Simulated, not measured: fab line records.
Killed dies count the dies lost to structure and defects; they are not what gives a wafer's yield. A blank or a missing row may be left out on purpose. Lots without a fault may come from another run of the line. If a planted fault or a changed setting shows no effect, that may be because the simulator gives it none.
fab line records + flow sky130
record
- lots=6
- wafers=16
- last_day=50
route steps=708 shown FIELD_ISO@13
lots that met no fault: taken from a fault-free run of the same line
start_h: the number of hours between the record's first day and the start of the first shown wafer of the lot + wait_h: hours since the lot's step before + " same as the row above + L1.1+2: one row covering several wafers at once + - no value, or no start given + * or withheld: withheld + < > ~ a bound
route shown NAME@n: names a module that has steps shown in the file, with the first one's number in the route + usual: average and standard deviation across the fault-free wafers + same: alike in all rows + chamber/n: place in a boat + sites: the reading at each site + _std_site: their standard deviation + _edge_site: the outer-site mean with the inner-site mean subtracted + radius_mm: for every site, how far away it sits from the centre of the wafer + mask NAME#n: copy n + behind: the most recent tool/chamber to have shaped the wafer + hold: what put the lot on hold/how long, in hours/how the hold closed + device: names the non-switching transistor (n, p or np) + end of line: tests of these same wafers at the route's end + step lacking rows: just its recipe + killed: not the wafer's yield, but the dies lost to structure and defects at the first sort + map: dies across one wafer; x = killed, . = not, _ = none there
set.NAME: the setting as run; set.NAME@STEP: as run at that earlier step + model.NAME: the simulator's own value behind a step, which no gauge read
certain route steps with their lots: each step a table, each wafer a row
services: when a tool's chamber went out of use (start_h, in hours from the record's first day, below 0 if earlier), for how many hours, and the reason
## steps
# step SKY_FIELD_ISO_DEVELOP_12
# recipe
- develop_time_s=60
- resist=KrF-thick
- dev_temp_c=21
# step SKY_FIELD_ISO_CD_MEAS_13
# recipe
- target_cd_nm=150
# usual
- cd_nm=149.8/1.5
| lot.wafer | tool      | chamber | start_h | wait_h | cd_nm |
|-----------|-----------|---------|---------|--------|-------|
| L965.1    | cd_sem-01 | -       | 43.78   | -      | 150.9 |
| L965.4    | "         | -       | "       | "      | 151.8 |
| L965.5    | "         | -       | "       | "      | 151.5 |
| L968.3    | cd_sem-02 | -       | 61.17   | -      | 150.0 |
| L968.4    | "         | -       | "       | "      | 150.6 |
| L968.6    | "         | -       | "       | "      | 150.0 |
| L971.2    | cd_sem-02 | -       | 74.07   | -      | 148.2 |
| L971.5    | "         | -       | "       | "      | 149.0 |
| L971.6    | "         | -       | "       | "      | 150.4 |
| L975.1    | cd_sem-02 | -       | 97.48   | -      | 150.9 |
| L975.3    | "         | -       | "       | "      | 151.7 |
| L975.4    | "         | -       | "       | "      | 150.9 |
| L983.1    | cd_sem-01 | -       | 138.88  | -      | 152.3 |
| L983.4    | "         | -       | "       | "      | 152.5 |
| L983.5    | "         | -       | "       | "      | 151.6 |
| L984.1    | cd_sem-02 | -       | 142.75  | -      | 150.4 |
# step SKY_FIELD_ISO_ETCH_14
# recipe
- chemistry=N2/H2
- target=BARC
- ion_energy_ev=200
- source_w=500
- bias_w=100
- pressure_mtorr=30
- n2_flow_sccm=100
- h2_flow_sccm=200
- stop_on=SiO2
- time_s=45.9
- target_depth_a=600
# usual
- drypump_motor_current_A=5.6/0.52
- oes_product_au=0.855/0.0043
- throttle_valve_pct=13.225/0.0088
| lot.wafer | tool        | chamber | start_h | wait_h | drypump_motor_current_A | oes_product_au | rf_hours_counter_h | throttle_valve_pct |
|-----------|-------------|---------|---------|--------|-------------------------|----------------|--------------------|--------------------|
| L965.1    | rie_diel-01 | 2       | 43.90   | 0.1    | 5.8                     | 0.858          | 139                | 13.217             |
| L965.4    | "           | 3       | "       | "      | 5.5                     | 0.849          | 57                 | 13.240             |
| L965.5    | "           | 3       | "       | "      | 5.5                     | 0.845          | -                  | 13.225             |
| L968.3    | rie_diel-03 | 1       | 61.27   | 0.1    | 5.5                     | 0.855          | -                  | 13.224             |
| L968.4    | "           | 0       | "       | "      | 5.0                     | 0.852          | -                  | 13.220             |
| L968.6    | "           | 1       | "       | "      | 5.5                     | 0.852          | -                  | 13.227             |
| L971.2    | rie_diel-03 | 0       | 74.17   | 0.1    | 5.0                     | 0.854          | 5                  | 13.210             |
| L971.5    | "           | 0       | "       | "      | 5.1                     | 0.849          | -                  | 13.228             |
| L971.6    | "           | 1       | "       | "      | 5.4                     | 0.852          | -                  | 13.231             |
| L975.1    | rie_diel-03 | 0       | 97.60   | 0.1    | 5.0                     | 0.858          | 5                  | 13.232             |
| L975.3    | "           | 2       | "       | "      | 6.6                     | 0.859          | 156                | 13.220             |
| L975.4    | "           | 1       | "       | "      | 5.4                     | 0.859          | -                  | 13.212             |
| L983.1    | rie_diel-04 | 2       | 139.00  | 0.1    | 6.3                     | 0.860          | 78                 | 13.237             |
| L983.4    | "           | 1       | "       | "      | 5.7                     | 0.855          | 32                 | 13.221             |
| L983.5    | "           | 3       | "       | "      | 6.4                     | 0.850          | -                  | 13.224             |
| L984.1    | rie_diel-01 | 2       | 142.87  | 0.1    | 5.8                     | 0.848          | 140                | 13.230             |
# step SKY_FIELD_ISO_ETCH_15
# recipe
- chemistry=CHF3/O2
- target_depth_nm=180
- stop_on=Si
- source_w=600
- bias_w=200
- pressure_mtorr=40
- chf3_flow_sccm=50
- O2_flow_sccm=5
- time_s=72
# usual
- drypump_motor_current_A=5.6/0.52
- oes_product_au=0.943/0.0076
- throttle_valve_pct=8.843/0.0084
| lot.wafer | tool        | chamber | start_h | wait_h | drypump_motor_current_A | oes_product_au | rf_hours_counter_h | throttle_valve_pct |
|-----------|-------------|---------|---------|--------|-------------------------|----------------|--------------------|--------------------|
| L965.1    | rie_diel-01 | 2       | 43.94   | 0.0    | 5.8                     | 0.951          | 139                | 8.851              |
| L965.4    | "           | 3       | "       | "      | 5.5                     | 0.950          | 57                 | 8.854              |
| L965.5    | "           | 3       | "       | "      | 5.5                     | 0.952          | -                  | 8.843              |
| L968.3    | rie_diel-03 | 1       | 61.34   | 0.0    | 5.4                     | 0.930          | -                  | 8.831              |
| L968.4    | "           | 0       | "       | "      | 5.0                     | 0.930          | -                  | 8.838              |
| L968.6    | "           | 1       | "       | "      | 5.4                     | 0.939          | -                  | 8.836              |
| L971.2    | rie_diel-03 | 0       | 74.21   | 0.0    | 5.1                     | 0.942          | 5                  | 8.836              |
| L971.5    | "           | 0       | "       | "      | 5.0                     | 0.947          | -                  | 8.856              |
| L971.6    | "           | 1       | "       | "      | 5.4                     | 0.940          | -                  | 8.847              |
| L975.1    | rie_diel-03 | 0       | 97.64   | 0.0    | 5.0                     | 0.936          | 6                  | 8.834              |
| L975.3    | "           | 2       | "       | "      | 6.5                     | 0.947          | 157                | 8.840              |
| L975.4    | "           | 1       | "       | "      | 5.4                     | 0.945          | -                  | 8.856              |
| L983.1    | rie_diel-04 | 2       | 139.04  | 0.0    | 6.2                     | 0.946          | 78                 | 8.847              |
| L983.4    | "           | 1       | "       | "      | 5.7                     | 0.950          | 32                 | 8.833              |
| L983.5    | "           | 3       | "       | "      | 6.4                     | 0.947          | -                  | 8.842              |
| L984.1    | rie_diel-01 | 2       | 142.91  | 0.0    | 5.8                     | 0.946          | 140                | 8.841              |
# step SKY_FIELD_ISO_STRIP_16
# recipe
- chemistry=O2/N2
- power_w=1400
- pressure_mtorr=1500
- platen_temp_c=withheld
- o2_flow_sccm=3000
- n2_flow_sccm=300
- overash_fraction=0.5
# usual
- drypump_motor_current_A=5.6/0.4
- oes_product_au=0.378/0.0048
- strip_time_to_endpoint_s=3.54/0.048
| lot.wafer | tool            | chamber | start_h | wait_h | drypump_motor_current_A | oes_product_au | rf_hours_counter_h | strip_time_to_endpoint_s |
|-----------|-----------------|---------|---------|--------|-------------------------|----------------|--------------------|--------------------------|
| L965.1    | plasma_asher-02 | 0       | 44.00   | 0.0    | 5.2                     | 0.381          | 36                 | 3.62                     |
| L965.4    | "               | 0       | "       | "      | 5.2                     | 0.391          | -                  | 3.59                     |
| L965.5    | "               | 1       | "       | "      | 5.2                     | 0.383          | -                  | 3.60                     |
| L968.3    | plasma_asher-02 | 1       | 61.43   | 0.1    | 5.2                     | 0.384          | -                  | 3.50                     |
| L968.4    | "               | 0       | "       | "      | 5.2                     | 0.372          | -                  | 3.57                     |
| L968.6    | "               | 0       | "       | "      | 5.2                     | 0.375          | -                  | 3.51                     |
| L971.2    | plasma_asher-03 | 0       | 74.27   | 0.0    | 6.1                     | 0.382          | 27                 | 3.54                     |
| L971.5    | "               | 0       | "       | "      | 6.1                     | 0.371          | -                  | 3.53                     |
| L971.6    | "               | 1       | "       | "      | 5.9                     | 0.381          | -                  | 3.47                     |
| L975.1    | plasma_asher-01 | 1       | 97.70   | 0.0    | 5.4                     | 0.389          | 42                 | 3.55                     |
| L975.3    | "               | 1       | "       | "      | 5.4                     | 0.387          | -                  | 3.58                     |
| L975.4    | "               | 0       | "       | "      | 5.9                     | 0.375          | -                  | 3.51                     |
| L983.1    | plasma_asher-01 | 0       | 139.10  | 0.0    | 6.0                     | 0.381          | 2                  | 3.46                     |
| L983.4    | "               | 1       | "       | "      | 5.4                     | 0.366          | -                  | 3.50                     |
| L983.5    | "               | 1       | "       | "      | 5.4                     | 0.379          | -                  | 3.53                     |
| L984.1    | plasma_asher-02 | 1       | 142.97  | 0.0    | 5.1                     | 0.387          | 47                 | 3.65                     |
# step SKY_FIELD_ISO_ETCH_17
# recipe
- target_depth_a=3420
- mask_material=Si3N4
- chemistry=HBr/Cl2/O2
- target=Si
- taper_deg=5
- icp_w=600
- bias_w=150
- pressure_mtorr=15
- HBr_flow_sccm=150
- Cl2_flow_sccm=40
- O2_flow_sccm=6
- time_s=97.7
# usual
- drypump_motor_current_A=5.8/0.41
- oes_product_au=0.998/0.014
- throttle_valve_pct=25.657/0.013
| lot.wafer | tool      | chamber | start_h | wait_h | drypump_motor_current_A | oes_product_au | rf_hours_counter_h | throttle_valve_pct |
|-----------|-----------|---------|---------|--------|-------------------------|----------------|--------------------|--------------------|
| L965.1    | rie_si-01 | 2       | 44.10   | 0.1    | 5.8                     | 1.013          | 75                 | 25.644             |
| L965.4    | "         | 2       | "       | "      | 5.8                     | 1.027          | -                  | 25.650             |
| L965.5    | "         | 3       | "       | "      | 6.3                     | 0.979          | -                  | 25.678             |
| L968.3    | rie_si-01 | 0       | 61.50   | 0.0    | 5.5                     | 1.004          | 2                  | 25.649             |
| L968.4    | "         | 1       | "       | "      | 6.2                     | 1.017          | 11                 | 25.641             |
| L968.6    | "         | 2       | "       | "      | 5.8                     | 1.024          | -                  | 25.624             |
| L971.2    | rie_si-01 | 0       | 74.37   | 0.1    | 5.5                     | 0.998          | 3                  | 25.664             |
| L971.5    | "         | 2       | "       | "      | 5.8                     | 1.026          | -                  | 25.653             |
| L971.6    | "         | 3       | "       | "      | 6.3                     | 0.994          | -                  | 25.669             |
| L975.1    | rie_si-02 | 2       | 97.80   | 0.1    | 6.0                     | 0.987          | 118                | 25.662             |
| L975.3    | "         | 1       | "       | "      | 5.2                     | 0.980          | 88                 | 25.677             |
| L975.4    | "         | 0       | "       | "      | 5.6                     | 1.000          | 79                 | 25.654             |
| L983.1    | rie_si-02 | 0       | 139.20  | 0.1    | 5.6                     | 1.001          | 79                 | 25.638             |
| L983.4    | "         | 1       | "       | "      | 5.1                     | 0.992          | 88                 | 25.669             |
| L983.5    | "         | 0       | "       | "      | 5.6                     | 1.010          | -                  | 25.661             |
| L984.1    | rie_si-01 | 1       | 143.07  | 0.1    | 6.2                     | 0.995          | 11                 | 25.660             |
# step SKY_FIELD_ISO_WET_ETCH_18
# recipe
- chemistry=H3PO4
- target_depth_nm=25
- temp_c=160
- target=Si3N4
- time_s=286
# step SKY_FIELD_ISO_CLEAN_19
# recipe
- chemistry=SC1/SC2
- mix=1:4:20
- temp_c=70
- time_s=150
# step SKY_FIELD_ISO_CLEAN_20
# recipe
- chemistry=dHF
- time_s=20
- dilution=100:1
# step SKY_FIELD_ISO_WET_ETCH_21
# recipe
- chemistry=dHF
- dilution=100:1
- target_depth_nm=20
- dry=ipa_marangoni
- target=SiO2
- temp_c=25
- time_s=400
# step SKY_FIELD_ISO_OXIDATION_22
# recipe
- temp_c=950
- ambient=O2
- stabilise_s=600
- purge_s=300
- target_thk_a=100
- ox_time_s=623
# step SKY_FIELD_ISO_THK_MEAS_23
# recipe
- reads=SiO2_of_FIELD_ISO_OXIDATION_22
# usual
- FIELD_ISO_OXIDATION_01_THK=9.95/0.18
| lot.wafer | tool          | chamber | start_h | wait_h | FIELD_ISO_OXIDATION_01_THK[nm] |
|-----------|---------------|---------|---------|--------|--------------------------------|
| L965.1    | film_metro-03 | -       | 45.62   | 0.0    | 9.86                           |
| L965.4    | "             | -       | "       | "      | 9.81                           |
| L965.5    | "             | -       | "       | "      | 10.10                          |
| L968.3    | film_metro-03 | -       | 64.12   | 0.0    | 9.84                           |
| L968.4    | "             | -       | "       | "      | 10.10                          |
| L968.6    | "             | -       | "       | "      | 10.00                          |
| L971.2    | film_metro-04 | -       | 75.89   | 0.0    | 9.98                           |
| L971.5    | "             | -       | "       | "      | 9.85                           |
| L971.6    | "             | -       | "       | "      | 9.95                           |
| L975.1    | film_metro-02 | -       | 99.32   | 0.0    | 9.86                           |
| L975.3    | "             | -       | "       | "      | 9.85                           |
| L975.4    | "             | -       | "       | "      | 9.70                           |
| L983.1    | film_metro-04 | -       | 140.77  | 0.0    | 9.80                           |
| L983.4    | "             | -       | "       | "      | 9.96                           |
| L983.5    | "             | -       | "       | "      | 9.71                           |
| L984.1    | film_metro-03 | -       | 144.96  | 0.0    | 9.86                           |
# step SKY_FIELD_ISO_CVD_24
# recipe
- material=SiO2
- target_thk_nm=595
- temp_c=650
- sigma_open_frac=0.3
- time_s=99.2
- sih4_flow_sccm=60
- pressure_mtorr=6
| lot.wafer | tool      | chamber | start_h | wait_h | model.SiO2_of_FIELD_ISO_CVD_24.thk_nm |
|-----------|-----------|---------|---------|--------|---------------------------------------|
| L965.1    | hdpcvd-02 | 1       | 45.68   | 0.1    | 590.2                                 |
| L965.4    | "         | 2       | "       | "      | 593.4                                 |
| L965.5    | "         | 0       | "       | "      | 585.7                                 |
| L968.3    | hdpcvd-01 | 1       | 64.19   | 0.1    | 587.2                                 |
| L968.4    | "         | 2       | "       | "      | 608.8                                 |
| L968.6    | "         | 1       | "       | "      | 588.3                                 |
| L971.2    | hdpcvd-02 | 1       | 75.94   | 0.0    | 587.9                                 |
| L971.5    | "         | 1       | "       | "      | 588.5                                 |
| L971.6    | "         | 0       | "       | "      | 590.5                                 |
| L975.1    | hdpcvd-02 | 0       | 99.38   | 0.1    | 586.4                                 |
| L975.3    | "         | 2       | "       | "      | 593.1                                 |
| L975.4    | "         | 1       | "       | "      | 596.4                                 |
| L983.1    | hdpcvd-02 | 0       | 140.83  | 0.1    | 459.5                                 |
| L983.4    | "         | 0       | "       | "      | 459                                   |
| L983.5    | "         | 2       | "       | "      | 601                                   |
| L984.1    | hdpcvd-02 | 1       | 145.02  | 0.1    | 447.5                                 |
# step SKY_FIELD_ISO_THK_MEAS_25
# recipe
- reads=SiO2_of_FIELD_ISO_CVD_24
# usual
- FIELD_ISO_CVD_24_THK=592/7.3
| lot.wafer | tool          | chamber | start_h | wait_h | hold                     | FIELD_ISO_CVD_24_THK[nm] |
|-----------|---------------|---------|---------|--------|--------------------------|--------------------------|
| L965.1    | film_metro-04 | -       | 45.75   | 0.0    | -                        | 591                      |
| L965.4    | "             | -       | "       | "      | -                        | 594                      |
| L965.5    | "             | -       | "       | "      | -                        | 586                      |
| L968.3    | film_metro-02 | -       | 64.29   | 0.1    | -                        | 587                      |
| L968.4    | "             | -       | "       | "      | -                        | 609                      |
| L968.6    | "             | -       | "       | "      | -                        | 588                      |
| L971.2    | film_metro-03 | -       | 76.03   | 0.0    | -                        | 588                      |
| L971.5    | "             | -       | "       | "      | -                        | 588                      |
| L971.6    | "             | -       | "       | "      | -                        | 591                      |
| L975.1    | film_metro-04 | -       | 99.45   | 0.0    | -                        | 587                      |
| L975.3    | "             | -       | "       | "      | -                        | 593                      |
| L975.4    | "             | -       | "       | "      | -                        | 597                      |
| L983.1    | film_metro-03 | -       | 140.91  | 0.0    | await_dispo/0.2h/release | 460                      |
| L983.4    | "             | -       | "       | "      | await_dispo/0.2h/release | 459                      |
| L983.5    | "             | -       | "       | "      | await_dispo/0.2h/release | 601                      |
| L983.1    | film_metro-03 | -       | 141.13  | 0.2    | -                        | 460                      |
| L983.4    | "             | -       | "       | "      | -                        | 459                      |
| L983.5    | "             | -       | "       | "      | -                        | 601                      |
| L984.1    | film_metro-02 | -       | 145.09  | 0.0    | await_dispo/0.2h/release | 448                      |
| L984.1    | film_metro-02 | -       | 145.32  | 0.2    | -                        | 447                      |
# step SKY_FIELD_ISO_CMP_27
# recipe
- stop_on=Si3N4
- t_overpolish_s=16
- down_force_psi=4
- platen_rpm=60
- target_thk_nm=457.8
- pad_velocity_m_s=0.94248
# usual
- edge_zone_pressure_frac=1.000/0.0052
- motor_current_A=12.2/1.2
- time_to_endpoint_s=108/4.7
| lot.wafer | tool   | chamber | start_h | wait_h | edge_zone_pressure_frac | motor_current_A | time_to_endpoint_s |
|-----------|--------|---------|---------|--------|-------------------------|-----------------|--------------------|
| L965.1    | cmp-02 | 2       | 48.71   | 0.2    | 1.001                   | 13.6            | 112                |
| L965.4    | "      | 3       | "       | "      | 0.996                   | 11.6            | 108                |
| L965.5    | "      | 2       | "       | "      | 1.003                   | 12.7            | 109                |
| L968.3    | cmp-02 | 3       | 66.10   | 0.1    | 0.998                   | 12.1            | 106                |
| L968.4    | "      | 0       | "       | "      | 1.006                   | 10.6            | 106                |
| L968.6    | "      | 2       | "       | "      | 0.999                   | 13.2            | 109                |
| L971.2    | cmp-02 | 3       | 77.68   | 0.1    | 1.003                   | 12.2            | 102                |
| L971.5    | "      | 1       | "       | "      | 1.008                   | 12.7            | 108                |
| L971.6    | "      | 2       | "       | "      | 1.007                   | 13.0            | 110                |
| L975.4    | cmp-01 | 0       | 101.01  | 0.0    | 1.001                   | 10.5            | 114                |
| L975.1    | "      | 2       | "       | "      | 1.002                   | 12.9            | 112                |
| L975.3    | "      | 3       | "       | "      | 1.005                   | 14.9            | 104                |
| L983.1    | cmp-01 | 0       | 144.46  | 0.1    | 1.001                   | 10.5            | 85                 |
| L983.4    | "      | 1       | "       | "      | 0.994                   | 12.1            | 83                 |
| L983.5    | "      | 3       | "       | "      | 0.997                   | 14.3            | 103                |
| L984.1    | cmp-01 | 3       | 153.08  | 0.1    | 1.003                   | 14.5            | 75                 |
# step SKY_FIELD_ISO_WET_ETCH_28
# recipe
- chemistry=dHF
- target_depth_nm=23.7
- target=SiO2
- dilution=10:1
- temp_c=25
- time_s=47
## services
| tool            | chamber | start_h | hours | kind   |
|-----------------|---------|---------|-------|--------|
| rie_si-01       | 1       | 21.50   | 13.8  | repair |
| rie_si-02       | 0       | 25.74   | 1.4   | repair |
| rie_si-01       | 0       | 33.28   | 15.2  | repair |
| rie_diel-03     | 3       | 33.69   | 84.6  | repair |
| hdpcvd-02       | -       | 38.04   | 6.0   | pm     |
| cmp-02          | -       | 40.53   | 5.1   | pm     |
| rie_diel-03     | 2       | 47.04   | 23.4  | repair |
| cmp-01          | -       | 47.11   | 5.7   | pm     |
| hdpcvd-01       | 0       | 56.62   | 10.6  | repair |
| cmp-01          | -       | 59.37   | 19.1  | pm     |
| hdpcvd-01       | -       | 66.75   | 15.0  | pm     |
| rie_si-02       | 2       | 75.88   | 1.9   | repair |
| cmp-01          | -       | 78.44   | 4.0   | pm     |
| rie_si-01       | 2       | 96.37   | 4.3   | repair |
| rie_diel-01     | 1       | 97.40   | 6.0   | repair |
| plasma_asher-01 | -       | 108.75  | 9.0   | pm     |
| rie_si-01       | 3       | 119.61  | 7.4   | repair |
| cmp-01          | -       | 121.04  | 0.3   | repair |
| rie_diel-04     | -       | 123.50  | 0.4   | repair |
| cmp-02          | -       | 124.17  | 0.7   | repair |
| rie_diel-03     | 0       | 136.52  | 4.7   | repair |
| cmp-02          | -       | 137.06  | 0.4   | repair |
| rie_si-02       | 0       | 143.16  | 9.6   | repair |
| rie_diel-03     | 1       | 143.65  | 2.5   | repair |
## key
first_sign
- step=SKY_FIELD_ISO_THK_MEAS_25
- reading=visit
- direction=added
effect
- step=SKY_FIELD_ISO_THK_MEAS_25
- reading=FIELD_ISO_CVD_24_THK
- direction=down
- sigmas=19
- usual=592
- struck=456
effect
- step=SKY_FIELD_ISO_CMP_27
- reading=time_to_endpoint_s
- direction=down
- sigmas=5.7
- usual=*
- struck=*
model_effect
- step=SKY_FIELD_ISO_CVD_24
- value=SiO2_of_FIELD_ISO_CVD_24.thk_nm
- without=586.6
- struck=455.3
met_at SKY_FIELD_ISO_CVD_24
struck_wafers L983.1,L983.4,L984.1
tester_left_out L983,L984
onset_between 99.38 140.83
fault
- kind=process_parameter_drift
- tool=hdpcvd-02
- chamber=-
- onset_h=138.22
- steps=SKY_FIELD_ISO_CVD_24
- channel=target_thk_nm
- offset=-131.3
- shape=step
- end_h=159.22
- scope=struck_wafers_only
- acts_in=these_recipes_only
- stated=595
# tester_left_out: of these lots the tester's yield and bins aren't shown, on N5 and GAA mostly nor the transistor test; their killed dies are dies lost to structure and defects alone, not to doping, threshold or leakage, so they don't give the yield
